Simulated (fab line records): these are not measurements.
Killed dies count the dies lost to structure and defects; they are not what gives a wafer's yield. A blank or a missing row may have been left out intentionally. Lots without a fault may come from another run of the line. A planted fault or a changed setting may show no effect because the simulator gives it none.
A sampling plan put to the test ; flow sfq_line ; one fab line, 22 faults that these records tell of, each judged on the records of the lots that it struck
The plan consists of the line's own looks: route steps at which the wafer is read by a gauge or an inspection but not changed. A look can be judged if struck wafers have a number there and the file gives its usual mean and standard deviation on fault-free wafers. Caught: the struck wafers' mean, at a look after the fault's first step, is 4 or more of those standard deviations (sigma) away from the usual mean. On the tool: the fault's steps, tested the same way using the tool's own readings. It also counts as caught if the struck wafers ran another recipe or if their record alone is blank.

THE FAULTS, as the simulator had put them in
1. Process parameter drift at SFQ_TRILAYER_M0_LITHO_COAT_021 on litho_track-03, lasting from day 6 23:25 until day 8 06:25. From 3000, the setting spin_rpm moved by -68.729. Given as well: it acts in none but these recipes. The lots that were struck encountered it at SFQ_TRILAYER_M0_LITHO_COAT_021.
2. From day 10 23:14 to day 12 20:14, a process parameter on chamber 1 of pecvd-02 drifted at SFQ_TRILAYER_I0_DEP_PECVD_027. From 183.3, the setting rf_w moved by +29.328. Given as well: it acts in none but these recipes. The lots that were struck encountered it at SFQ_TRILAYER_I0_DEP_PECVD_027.
3. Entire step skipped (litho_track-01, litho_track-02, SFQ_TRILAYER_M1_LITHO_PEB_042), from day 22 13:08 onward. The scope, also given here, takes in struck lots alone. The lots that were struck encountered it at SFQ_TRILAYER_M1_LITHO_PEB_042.
4. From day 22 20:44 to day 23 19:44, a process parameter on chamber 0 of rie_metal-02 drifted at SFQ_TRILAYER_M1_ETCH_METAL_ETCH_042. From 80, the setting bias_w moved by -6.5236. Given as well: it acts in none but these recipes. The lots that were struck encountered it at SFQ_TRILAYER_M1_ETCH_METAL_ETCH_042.
5. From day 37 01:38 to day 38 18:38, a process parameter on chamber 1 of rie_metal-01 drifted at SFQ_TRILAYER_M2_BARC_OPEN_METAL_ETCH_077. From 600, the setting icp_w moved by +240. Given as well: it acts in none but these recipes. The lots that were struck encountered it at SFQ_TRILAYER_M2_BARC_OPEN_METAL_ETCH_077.
6. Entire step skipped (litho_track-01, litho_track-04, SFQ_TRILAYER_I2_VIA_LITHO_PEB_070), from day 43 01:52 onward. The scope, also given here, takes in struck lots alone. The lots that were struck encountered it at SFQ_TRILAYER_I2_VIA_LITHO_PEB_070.
7. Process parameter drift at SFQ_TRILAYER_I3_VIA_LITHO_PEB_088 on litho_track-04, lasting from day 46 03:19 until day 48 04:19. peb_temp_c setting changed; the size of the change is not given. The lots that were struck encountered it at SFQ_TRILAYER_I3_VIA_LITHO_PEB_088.
8. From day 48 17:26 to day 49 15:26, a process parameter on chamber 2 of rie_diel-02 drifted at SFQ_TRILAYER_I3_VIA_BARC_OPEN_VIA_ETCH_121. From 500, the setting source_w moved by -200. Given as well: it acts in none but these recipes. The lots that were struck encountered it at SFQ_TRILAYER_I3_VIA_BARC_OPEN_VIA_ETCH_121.
9. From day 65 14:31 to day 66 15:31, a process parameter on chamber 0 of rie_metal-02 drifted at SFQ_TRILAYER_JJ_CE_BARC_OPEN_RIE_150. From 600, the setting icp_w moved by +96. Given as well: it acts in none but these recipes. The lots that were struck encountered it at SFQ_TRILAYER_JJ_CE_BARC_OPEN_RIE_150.
10. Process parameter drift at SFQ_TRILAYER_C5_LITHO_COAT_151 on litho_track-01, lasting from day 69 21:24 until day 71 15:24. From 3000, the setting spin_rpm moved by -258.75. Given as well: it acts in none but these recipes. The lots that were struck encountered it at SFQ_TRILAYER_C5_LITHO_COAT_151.
11. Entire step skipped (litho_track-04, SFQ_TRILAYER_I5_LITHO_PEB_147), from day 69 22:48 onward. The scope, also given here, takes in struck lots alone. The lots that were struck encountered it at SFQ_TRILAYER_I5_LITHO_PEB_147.
12. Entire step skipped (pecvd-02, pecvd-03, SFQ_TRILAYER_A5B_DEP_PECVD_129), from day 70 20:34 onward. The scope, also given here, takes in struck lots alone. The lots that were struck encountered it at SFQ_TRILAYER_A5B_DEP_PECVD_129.
13. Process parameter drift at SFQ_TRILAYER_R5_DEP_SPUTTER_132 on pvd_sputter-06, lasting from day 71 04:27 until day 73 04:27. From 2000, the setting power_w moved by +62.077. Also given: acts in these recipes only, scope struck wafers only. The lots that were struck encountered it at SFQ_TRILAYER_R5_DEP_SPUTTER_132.
14. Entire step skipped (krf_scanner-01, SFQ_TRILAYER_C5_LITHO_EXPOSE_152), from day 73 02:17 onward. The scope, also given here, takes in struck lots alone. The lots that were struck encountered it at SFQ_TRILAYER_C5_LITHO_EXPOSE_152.
15. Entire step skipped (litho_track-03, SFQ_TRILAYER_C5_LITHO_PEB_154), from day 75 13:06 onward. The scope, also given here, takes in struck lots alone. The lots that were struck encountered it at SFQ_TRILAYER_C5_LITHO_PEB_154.
16. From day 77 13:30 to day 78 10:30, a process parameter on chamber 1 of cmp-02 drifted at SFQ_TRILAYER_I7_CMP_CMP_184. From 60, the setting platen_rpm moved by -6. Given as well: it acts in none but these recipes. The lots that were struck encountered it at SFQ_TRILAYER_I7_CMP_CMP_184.
17. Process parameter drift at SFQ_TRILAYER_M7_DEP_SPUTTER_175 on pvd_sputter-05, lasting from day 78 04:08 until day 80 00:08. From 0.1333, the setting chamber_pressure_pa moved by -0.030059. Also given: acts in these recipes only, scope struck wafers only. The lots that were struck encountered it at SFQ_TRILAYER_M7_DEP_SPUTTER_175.
18. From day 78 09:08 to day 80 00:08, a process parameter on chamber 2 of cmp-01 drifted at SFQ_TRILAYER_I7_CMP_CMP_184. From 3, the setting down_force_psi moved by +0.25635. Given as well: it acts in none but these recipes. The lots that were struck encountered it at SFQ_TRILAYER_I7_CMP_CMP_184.
19. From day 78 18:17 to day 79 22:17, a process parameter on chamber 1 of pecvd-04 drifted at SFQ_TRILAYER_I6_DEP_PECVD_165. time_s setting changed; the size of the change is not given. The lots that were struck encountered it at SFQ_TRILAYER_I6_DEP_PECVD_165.
20. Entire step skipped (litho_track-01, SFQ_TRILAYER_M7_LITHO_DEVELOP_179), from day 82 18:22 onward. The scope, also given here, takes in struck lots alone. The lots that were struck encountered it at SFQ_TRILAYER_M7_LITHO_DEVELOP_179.
21. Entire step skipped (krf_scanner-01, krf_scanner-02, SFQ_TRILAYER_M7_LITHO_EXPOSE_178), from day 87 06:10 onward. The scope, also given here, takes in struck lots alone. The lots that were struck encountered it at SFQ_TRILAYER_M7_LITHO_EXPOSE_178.
22. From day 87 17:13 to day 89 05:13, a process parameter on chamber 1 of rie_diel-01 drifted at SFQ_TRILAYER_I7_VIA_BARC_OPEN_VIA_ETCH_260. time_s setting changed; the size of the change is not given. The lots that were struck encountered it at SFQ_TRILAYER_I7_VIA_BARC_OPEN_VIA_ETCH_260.

WHAT THE PLAN SAW
fault;on the tool itself;first look that catches it;reading, sigma;median hours from its first step to that look;hours from the fault's start to the first struck lot there;judged looks passed uncaught
1;spin_speed_rpm -32 sigma;not the one look that can be judged after it;-;-;-;1
2;rf_fwd_power_W +48 sigma;no look after it can be judged;-;-;-;0
3;the tool's record is blank for the struck wafers;no look after it can be judged;-;-;-;0
4;bias_w -29 sigma;no look after it can be judged;-;-;-;0
5;rf_fwd_power_W +86 sigma;not the one look that can be judged after it;-;-;-;1
6;the tool's record is blank for the struck wafers;no look after it can be judged;-;-;-;0
7;heater_power_total_W +28 sigma;no look after it can be judged;-;-;-;0
8;rf_fwd_power_W -77 sigma;no look after it can be judged;-;-;-;0
9;rf_fwd_power_W +53 sigma;no look after it can be judged;-;-;-;0
10;spin_speed_rpm -99 or beyond sigma;no look after it can be judged;-;-;-;0
11;the tool's record is blank for the struck wafers;no look after it can be judged;-;-;-;0
12;the tool's record is blank for the struck wafers;not the one look that can be judged after it;-;-;-;1
13;cathode_dc_power_W +99 or beyond sigma;no look after it can be judged;-;-;-;0
14;no reading that can be judged;no look after it can be judged;-;-;-;0
15;the tool's record is blank for the struck wafers;no look after it can be judged;-;-;-;0
16;platen_rpm -99 or beyond sigma;no look after it can be judged;-;-;-;0
17;chamber_pressure_pa -99 or beyond sigma;not the one look that can be judged after it;-;-;-;1
18;head_pressure_psi +40 sigma;none of the 2 looks that can be judged after it;-;-;-;2
19;run_length_s -11 sigma;no look after it can be judged;-;-;-;0
20;the tool's record is blank for the struck wafers;not the one look that can be judged after it;-;-;-;1
21;no reading that can be judged;no look after it can be judged;-;-;-;0
22;run_length_s +8.1 sigma;no look after it can be judged;-;-;-;0
A dash: the fault isn't caught, or these records don't give the number.

Caught at a look: 0 of 22. Caught on the tool: 20 of 22. By one or the other: 20 of 22.
On the tool alone, faults 1, 2, 3, 4, 5, 6, 7, 8, 9, 10, 11, 12, 13, 15, 16, 17, 18, 19, 20, 22 were caught.
Caught by neither: faults 14, 21.
